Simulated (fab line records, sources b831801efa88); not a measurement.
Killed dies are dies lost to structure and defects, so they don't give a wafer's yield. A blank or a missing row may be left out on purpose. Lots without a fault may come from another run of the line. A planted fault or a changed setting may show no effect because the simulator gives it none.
fab line records | flow gf180mcu
record lots=6 wafers=18 last_day=34
route steps=602 shown M5@530 V5@540
lots that met no fault: from a run of the same line without faults
start_h: hours from the record's first day to the start of the lot's first wafer shown | wait_h: hours since the lot's step before | " the same as in the row above | L1.1+2: a row that stands for several wafers | - no value, or no start given | * or withheld: withheld | < > ~ a bound
route shown NAME@n: a module of which the file shows steps, and the number in the route of the first | usual: mean/standard deviation of fault-free wafers | same: alike in all rows | chamber/n: place in a boat | sites: the reading at each site | _std_site: their standard deviation | _edge_site: outer sites' mean less inner sites' | radius_mm: how far each site lies from the wafer's centre | mask NAME#n: copy n | behind: the tool/chamber that last shaped the wafer | hold: why the lot was held/for how many hours/how that ended | device: the transistor (n, p or np) that didn't switch | end of line: the same wafers' tests at the end of the route | a step without rows: its recipe alone | killed: dies lost to structure and defects at the first sort, not the wafer's yield | map: a wafer's dies, x killed, . not, _ none there
set.NAME: the setting as run; set.NAME@STEP: as run at that earlier step | model.NAME: the simulator's own value behind a step, which no gauge read
lots at some steps of the route; a table a step, a row a wafer
services: from which hour (start_h, from the record's first day; less than 0 if before it) a tool's chamber was out of use, for how many hours, and why
## steps
# step GF_M5_EXPOSE_04
# recipe mask_id=Metal5 target_cd_nm=280 na=0.68 source_shape=conventional sigma_outer=0.6 dose_mj=28
# step GF_M5_PEB_05
# recipe peb_temp_c=135 peb_time_s=90 resist=KrF
# step GF_M5_DEVELOP_06
# recipe develop_time_s=60 dev_temp_c=21
# step GF_M5_CD_MEAS_07
# recipe target_cd_nm=280
# usual cd_nm=280.2/1.2
# columns lot.wafer tool chamber start_h wait_h cd_nm
L448.2 cd_sem-01 - 607.37 0.1 280.4
L448.4 " - " " 280.8
L448.6 " - " " 279.0
L460.2 cd_sem-01 - 700.48 0.1 281.2
L460.4 " - " " 281.1
L460.5 " - " " 281.0
L463.3 cd_sem-01 - 715.61 0.1 280.7
L463.4 " - " " 282.4
L463.5 " - " " 283.0
L464.1 cd_sem-01 - 718.70 0.1 281.1
L464.4 " - " " 280.9
L464.5 " - " " 280.5
L468.2 cd_sem-01 - 748.44 0.1 281.0
L468.3 " - " " 281.0
L468.6 " - " " 281.5
L471.1 cd_sem-01 - 763.65 0.1 281.4
L471.2 " - " " 281.4
L471.4 " - " " 280.9
# step GF_M5_OVL_MEAS_08
# usual M5_OVL=-1/5.6
# columns lot.wafer tool chamber start_h wait_h M5_OVL[nm]
L448.2 overlay-02 - 607.48 0.1 -1
L448.4 " - " " 6
L448.6 " - " " 1
L460.2 overlay-01 - 700.58 0.1 -2
L460.4 " - " " 1
L460.5 " - " " -2
L463.3 overlay-02 - 715.70 0.1 -7
L463.4 " - " " -8
L463.5 " - " " -10
L464.1 overlay-02 - 718.82 0.1 -11
L464.4 " - " " -4
L464.5 " - " " -4
L468.2 overlay-02 - 748.55 0.1 -6
L468.3 " - " " -2
L468.6 " - " " 1
L471.1 overlay-02 - 763.77 0.1 -12
L471.2 " - " " -3
L471.4 " - " " -8
# step GF_M5_ETCH_09
# recipe chemistry=CF4/O2 target=Si3N4 target_depth_nm=52 source_w=800 bias_w=150 pressure_mtorr=150 cf4_flow_sccm=80 O2_flow_sccm=10 time_s=11.6
# usual drypump_motor_current_A=5.8/0.37 oes_product_au=1.005/0.0097 throttle_valve_pct=5.972/0.0099
# columns lot.wafer tool chamber start_h wait_h drypump_motor_current_A oes_product_au rf_hours_counter_h throttle_valve_pct
L448.2 rie_diel-04 1 607.51 0.0 6.2 1.026 0 5.972
L448.4 " 3 " " 6.0 1.002 - 5.949
L448.6 " 2 " " 6.4 1.010 - 5.975
L460.2 rie_diel-02 3 700.61 0.0 6.1 1.001 4 5.979
L460.4 " 0 " " 5.6 0.993 43 5.970
L460.5 " 2 " " 5.9 0.992 - 5.956
L463.3 rie_diel-01 2 715.73 0.0 5.5 1.012 4 5.973
L463.4 " 3 " " 6.3 1.024 9 5.984
L463.5 " 3 " " 6.3 1.011 - 5.977
L464.1 rie_diel-01 0 718.86 0.0 5.7 0.998 24 5.974
L464.4 " 2 " " 5.5 1.016 4 5.966
L464.5 " 2 " " 5.5 1.001 - 5.961
L468.2 rie_diel-01 2 748.58 0.0 5.6 1.010 5 5.961
L468.3 " 0 " " 5.8 0.994 25 5.983
L468.6 " 2 " " 5.5 1.003 - 5.961
L471.1 rie_diel-02 3 763.81 0.0 6.1 0.988 7 5.965
L471.2 " 2 " " 6.0 0.974 36 5.972
L471.4 " 0 " " 5.6 0.992 46 5.979
# step GF_M5_METAL_ETCH_10
# recipe chemistry=Cl2/BCl3 mask_material=KrF target_depth_nm=750.8 stop_on=SiO2 pressure_mtorr=8 icp_w=800 bias_w=136 Cl2_flow_sccm=80 bcl3_flow_sccm=40 time_s=125.1
# usual drypump_motor_current_A=5.9/0.32 oes_product_au=0.986/0.0071 throttle_valve_pct=28.234/0.011
# columns lot.wafer tool chamber start_h wait_h drypump_motor_current_A oes_product_au rf_hours_counter_h throttle_valve_pct
L448.2 rie_metal-01 0 607.53 0.0 5.3 0.977 5 28.247
L448.4 " 1 " " 6.5 0.988 - 28.233
L448.6 " 0 " " 5.3 0.977 - 28.238
L460.2 rie_metal-04 1 700.68 0.1 6.0 0.992 - 28.236
L460.4 " 1 " " 6.0 0.990 - 28.230
L460.5 " 1 " " 6.0 1.002 - 28.218
L463.3 rie_metal-04 1 715.84 0.1 6.0 0.988 - 28.225
L463.4 " 1 " " 6.0 0.996 - 28.217
L463.5 " 1 " " 5.9 0.989 - 28.238
L464.1 rie_metal-02 0 718.88 0.0 6.2 0.972 11 28.242
L464.4 " 1 " " 5.7 0.978 - 28.226
L464.5 " 0 " " 6.2 0.975 - 28.262
L468.2 rie_metal-02 0 748.60 0.0 6.2 0.988 12 28.248
L468.3 " 0 " " 6.2 0.984 - 28.253
L468.6 " 1 " " 5.7 0.988 - 28.230
L471.1 rie_metal-04 0 763.83 0.0 5.6 0.993 2 28.227
L471.2 " 1 " " 6.0 0.995 15 28.227
L471.4 " 0 " " 5.6 0.984 - 28.241
# step GF_M5_STRIP_11
# recipe chemistry=O2/N2 power_w=1400 pressure_mtorr=1500 platen_temp_c=250 o2_flow_sccm=3000 n2_flow_sccm=300 overash_fraction=0.5
# usual drypump_motor_current_A=5.8/0.44 heater_power_w=320/27 oes_product_au=0.525/0.0058 strip_time_to_endpoint_s=7.08/0.06
# columns lot.wafer tool chamber start_h wait_h drypump_motor_current_A heater_power_w oes_product_au rf_hours_counter_h strip_time_to_endpoint_s
L448.2 plasma_asher-02 0 607.66 0.1 6.2 354 0.514 83 7.08
L448.4 " 0 " " 6.2 360 0.527 - 7.07
L448.6 " 1 " " 5.7 359 0.529 - 7.08
L460.2 plasma_asher-01 0 700.89 0.2 5.8 309 0.531 62 7.05
L460.4 " 0 " " 5.8 300 0.523 - 7.03
L460.5 " 0 " " 5.8 306 0.521 - 7.04
L463.3 plasma_asher-01 0 716.04 0.2 5.8 307 0.532 - 7.01
L463.4 " 1 " " 6.5 316 0.513 - 6.99
L463.5 " 0 " " 5.8 305 0.525 - 7.02
L464.1 plasma_asher-02 1 719.01 0.1 5.7 354 0.527 95 7.15
L464.4 " 0 " " 6.3 357 0.530 - 7.13
L464.5 " 0 " " 6.3 352 0.527 - 7.16
L468.2 plasma_asher-02 0 748.73 0.1 6.2 352 0.510 98 7.07
L468.3 " 1 " " 5.7 351 0.518 - 7.09
L468.6 " 0 " " 6.2 361 0.525 - 7.01
L471.1 plasma_asher-04 0 763.96 0.1 5.5 325 0.532 32 7.12
L471.2 " 1 " " 5.3 274 0.530 32 7.07
L471.4 " 0 " " 5.5 328 0.528 - 7.10
# step GF_M5_STRIP_12
# recipe chemistry=post_etch_residue_remover time_s=1200 temp_c=72.5
# step GF_M5_CLEAN_13
# recipe chemistry=DIW dry=n2_spin
# step GF_V5_CVD_00
# recipe material=SiO2 target_thk_nm=300 sigma_open_frac=0.3 temp_c=400 time_s=50 sih4_flow_sccm=60 pressure_mtorr=6
# step GF_V5_THK_MEAS_01
# recipe reads=SiO2_of_V5_CVD_00
# usual V5_CVD_00_THK=300/3.4
# columns lot.wafer tool chamber start_h wait_h V5_CVD_00_THK[nm]
L448.2 film_metro-01 - 608.25 0.0 297
L448.4 " - " " 298
L448.6 " - " " 296
L460.2 film_metro-04 - 701.51 0.0 304
L460.4 " - " " 305
L460.5 " - " " 305
L463.3 film_metro-02 - 716.65 0.0 302
L463.4 " - " " 296
L463.5 " - " " 299
L464.1 film_metro-01 - 719.59 0.0 296
L464.4 " - " " 297
L464.5 " - " " 294
L468.2 film_metro-01 - 749.36 0.0 301
L468.3 " - " " 304
L468.6 " - " " 302
L471.1 film_metro-04 - 764.54 0.0 303
L471.2 " - " " 304
L471.4 " - " " 302
# step GF_V5_CVD_02
# recipe material=SiO2 target_thk_nm=1450 precursor=TEOS temp_c=400 time_s=163.28 rf_w=600
# usual heater_power_w=664/95 rf_fwd_power_W=597.4/1.9
# columns lot.wafer tool chamber start_h wait_h heater_power_w rf_fwd_power_W model.SiO2_of_V5_CVD_02.thk_nm
L448.2 pecvd-04 0 608.30 0.0 482 596.8 1443
L448.4 " 1 " " 508 597.9 1447
L448.6 " 0 " " 569 598.1 1453
L460.2 pecvd-04 0 701.56 0.0 590 598.8 1456
L460.4 " 2 " " 606 596.9 1490
L460.5 " 1 " " 509 598.5 1439
L463.3 pecvd-04 1 716.69 0.0 531 692.5 1489
L463.4 " 0 " " 438 694.2 1530
L463.5 " 1 " " 596 693.7 1530
L464.1 pecvd-04 1 719.65 0.1 507 695.6 1498
L464.4 " 2 " " 686 696.1 1530
L464.5 " 0 " " 433 693.1 1531
L468.2 pecvd-03 2 749.41 0.0 753 597.0 1431
L468.3 " 0 " " 626 593.9 1428
L468.6 " 0 " " 714 596.5 1464
L471.1 pecvd-01 0 764.60 0.1 736 598.7 1451
L471.2 " 2 " " 641 596.6 1450
L471.4 " 1 " " 697 594.2 1481
# step GF_V5_THK_MEAS_03
# recipe reads=SiO2_of_V5_CVD_02
# usual V5_CVD_02_THK=1449/17
# columns lot.wafer tool chamber start_h wait_h V5_CVD_02_THK[nm]
L448.2 film_metro-02 - 608.41 0.1 1445
L448.4 " - " " 1448
L448.6 " - " " 1452
L460.2 film_metro-01 - 701.68 0.1 1456
L460.4 " - " " 1489
L460.5 " - " " 1439
L463.3 film_metro-04 - 716.81 0.1 1490
L463.4 " - " " 1530
L463.5 " - " " 1531
L464.1 film_metro-04 - 719.76 0.1 1498
L464.4 " - " " 1529
L464.5 " - " " 1531
L468.2 film_metro-01 - 749.52 0.1 1431
L468.3 " - " " 1429
L468.6 " - " " 1464
L471.1 film_metro-04 - 764.70 0.1 1452
L471.2 " - " " 1450
L471.4 " - " " 1481
# step GF_V5_CMP_04
# recipe material=SiO2 down_force_psi=4 platen_rpm=60 pad_velocity_m_s=0.94248
# usual head_pressure_psi=3.999/0.0093 motor_current_A=12.3/1.6
# columns lot.wafer tool chamber start_h wait_h head_pressure_psi motor_current_A
L448.4 cmp-02 2 608.51 0.1 3.997 14.8
L448.2 " 3 " " 3.991 11.5
L448.6 " 2 " " 4.002 14.4
L460.4 cmp-02 0 701.73 0.0 4.008 12.8
L460.2 " 1 " " 3.993 9.9
L460.5 " 1 " " 3.992 9.6
L463.4 cmp-02 1 716.90 0.1 3.991 10.0
L463.3 " 2 " " 4.020 14.6
L463.5 " 0 " " 3.989 13.8
L464.1 cmp-02 1 719.82 0.1 3.984 10.0
L464.4 " 0 " " 4.005 13.3
L464.5 " 2 " " 4.009 14.9
L468.2 cmp-01 1 749.57 0.0 3.996 12.1
L468.3 " 0 " " 3.999 11.4
L468.6 " 1 " " 4.001 12.5
L471.2 cmp-02 2 764.81 0.1 4.009 14.0
L471.1 " 3 " " 3.977 11.8
L471.4 " 0 " " 3.990 13.6
## services
# columns tool chamber start_h hours kind
rie_diel-01 0 585.44 4.9 repair
pecvd-01 - 591.12 14.0 pm
pecvd-04 - 591.24 1.1 repair
rie_diel-04 3 592.44 14.6 repair
rie_diel-01 0 593.46 8.3 repair
rie_metal-02 - 597.38 14.6 pm
rie_diel-01 1 601.75 16.0 repair
cmp-02 - 620.33 2.5 repair
rie_metal-02 0 624.35 4.8 repair
cmp-02 - 632.64 0.6 repair
rie_metal-02 1 636.27 14.1 repair
pecvd-04 - 644.55 1.7 repair
rie_diel-02 3 647.81 37.2 repair
cmp-02 - 648.22 3.4 repair
rie_diel-02 1 650.34 7.0 repair
cmp-02 - 652.28 1.9 repair
plasma_asher-01 - 671.85 1.4 repair
pecvd-04 - 675.22 2.8 repair
plasma_asher-02 - 687.28 0.5 repair
pecvd-04 2 689.93 4.9 repair
rie_metal-04 - 725.16 0.1 repair
rie_diel-01 0 727.96 7.1 repair
pecvd-04 - 734.68 1.3 repair
cmp-02 - 744.00 4.0 pm
## key
first_sign step=GF_V5_CVD_02 reading=rf_fwd_power_W direction=up sigmas=51 usual=597.4 struck=694.2
effect step=GF_V5_THK_MEAS_03 reading=V5_CVD_02_THK direction=up sigmas=4 usual=1449 struck=1518
model_effect step=GF_V5_CVD_02 value=SiO2_of_V5_CVD_02.thk_nm without=1452 struck=1518
met_at GF_V5_CVD_02
struck_wafers L463.3,L463.4,L463.5,L464.1,L464.4,L464.5
onset_between 701.56 716.69
fault kind=process_parameter_drift tool=pecvd-04 chamber=- onset_h=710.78 steps=GF_V5_CVD_02 channel=rf_w offset=96 shape=step end_h=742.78 acts_in=these_recipes_only stated=600
